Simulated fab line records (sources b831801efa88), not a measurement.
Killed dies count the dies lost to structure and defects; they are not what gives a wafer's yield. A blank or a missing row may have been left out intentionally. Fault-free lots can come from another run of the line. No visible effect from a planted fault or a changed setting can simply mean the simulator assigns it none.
Struck lot and sound lot, side by side + flow sky130 + 16 steps out of a route of 708
Sound: these wafers, L934.1, L934.2, L934.5. The struck wafers were L926.2, L926.3, L926.6. The cause comes at the end.
At each step with rows: each side's tool, then ch and its chambers, then its first start. Under that, the readings that differ: sound wafers + struck wafers + difference of the means + sigmas: that difference in standard deviations of wafers without a fault.
alike: readings with means less than 2 such deviations apart, plus words and numbers identical on both sides. not compared: withheld readings, readings lacking a value on some wafer, bounds such as >300 that could conceal the same value, and numbers that have no deviation in the record and whose values overlap.
The two part at a step that has a row with sigmas, a row that says differs or no value, or rows on one side only. Non-overlapping numbers with no deviation appear without sigmas and do not part them. A reading missing from all wafers of one side parts the sides only when that side holds two or more wafers.

SKY_POLY_GATE_THK_MEAS_04:
  sound on filmMetro-01, day 20 14:46; struck on filmMetro-03, day 18 03:26
  alike: POLY_GATE_CVD_03_THK
then, 8 steps without rows for these wafers: SKY_POLY_GATE_DEHYDRATE_05 (time 60 s); SKY_POLY_GATE_HMDS_06 (prime time 60 s); SKY_POLY_GATE_COAT_07 (resist thk 110 nm); SKY_POLY_GATE_COAT_08 (resist thk 450 nm); SKY_POLY_GATE_SOFTBAKE_09 (time 90 s); SKY_POLY_GATE_EXPOSE_10 (exposes mask P1M, target cd 150 nm); SKY_POLY_GATE_PEB_11; SKY_POLY_GATE_DEVELOP_12 (develop time 60 s).
SKY_POLY_GATE_CD_MEAS_13 targets a cd of 150 nm.
  sound on cdSem-02, day 21 20:16; struck on cdSem-01, day 19 10:17
| reading   | sound             | struck            | difference | sigmas |
|-----------|-------------------|-------------------|------------|--------|
| cdNm (nm) | 150.1 150.3 152.0 | 148.0 147.0 147.4 | -3.3       | -2     |
SKY_POLY_GATE_OVL_MEAS_14:
  sound on overlay-01, day 21 20:23; struck on overlay-01, day 19 10:24
  alike: POLY_GATE_OVL
SKY_POLY_GATE_ETCH_15: etches BARC in N2/H2, stops on SiO2, time 118.5 s, target depth 110 nm.
  sound on rieDiel-03 ch 1,2,3, day 21 20:25; struck on rieDiel-04 ch 0,1,2, day 19 10:26
  alike: biasW, chamberPressureMTorr, drypumpMotorCurrentA, oesProductAu, throttleValvePct
  not compared: rfHoursCounterH
SKY_POLY_GATE_ETCH_16: etches Si3N4 in CH3F/O2, stops on poly-Si, time 147.5 s, target depth 75 nm.
  sound on rieDiel-03 ch 1,2,3, day 21 20:30; struck on rieDiel-04 ch 0,1,2, day 19 10:31
  no value came back on the struck wafers for any of 5 readings (O2_flow_sccm (sccm), biasW (W) and others); on the sound wafers O2_flow_sccm (sccm) reads 30.00 30.00 29.88
| reading                                         | sound             | struck            | difference | sigmas |
|-------------------------------------------------|-------------------|-------------------|------------|--------|
| model.KrF-thick_of_POLY_GATE_COAT_08.thkNm (nm) | 234.9 244.1 232.8 | 341.5 343.8 345.7 | +106.4     |        |
  not compared: rfHoursCounterH
SKY_POLY_GATE_ETCH_17: etches poly-Si in HBr/Cl2, stops on SiO2, target depth 180 nm, time 70.5 s.
  sound on rieSi-02 ch 0,1, day 21 20:36; struck on rieSi-01 ch 0,1,3, day 19 10:37
| reading                                         | sound             | struck            | difference | sigmas |
|-------------------------------------------------|-------------------|-------------------|------------|--------|
| model.KrF-thick_of_POLY_GATE_COAT_08.thkNm (nm) | 141.7 150.5 140.3 | 246.1 248.5 252.1 | +104.7     |        |
  alike: HBr_flow_sccm, biasW, drypumpMotorCurrentA, oesProductAu, throttleValvePct
  not compared: rfHoursCounterH
SKY_POLY_GATE_STRIP_18: strips in O2/N2.
  sound on plasmaAsher-03 ch 0,1, day 21 20:40; struck on plasmaAsher-03 ch 0,1, day 19 10:40
| reading                  | sound             | struck            | difference | sigmas |
|--------------------------|-------------------|-------------------|------------|--------|
| oesProductAu (a.u.)      | 0.358 0.365 0.365 | 0.403 0.402 0.407 | +0.041     | +9     |
| stripTimeToEndpointS (s) | 3.20 3.30 3.16    | 4.30 4.34 4.36    | +1.11      | +20    |
  alike: drypumpMotorCurrentA
  not compared: rfHoursCounterH
then, 1 step without rows for these wafers: SKY_POLY_GATE_CLEAN_19 (cleans in SC1/SC2, time 150 s).

== WHERE THEY PART ==
At SKY_POLY_GATE_CD_MEAS_13 first; at SKY_POLY_GATE_STRIP_18 last (within this record only).

WHY: whatever the simulator had introduced
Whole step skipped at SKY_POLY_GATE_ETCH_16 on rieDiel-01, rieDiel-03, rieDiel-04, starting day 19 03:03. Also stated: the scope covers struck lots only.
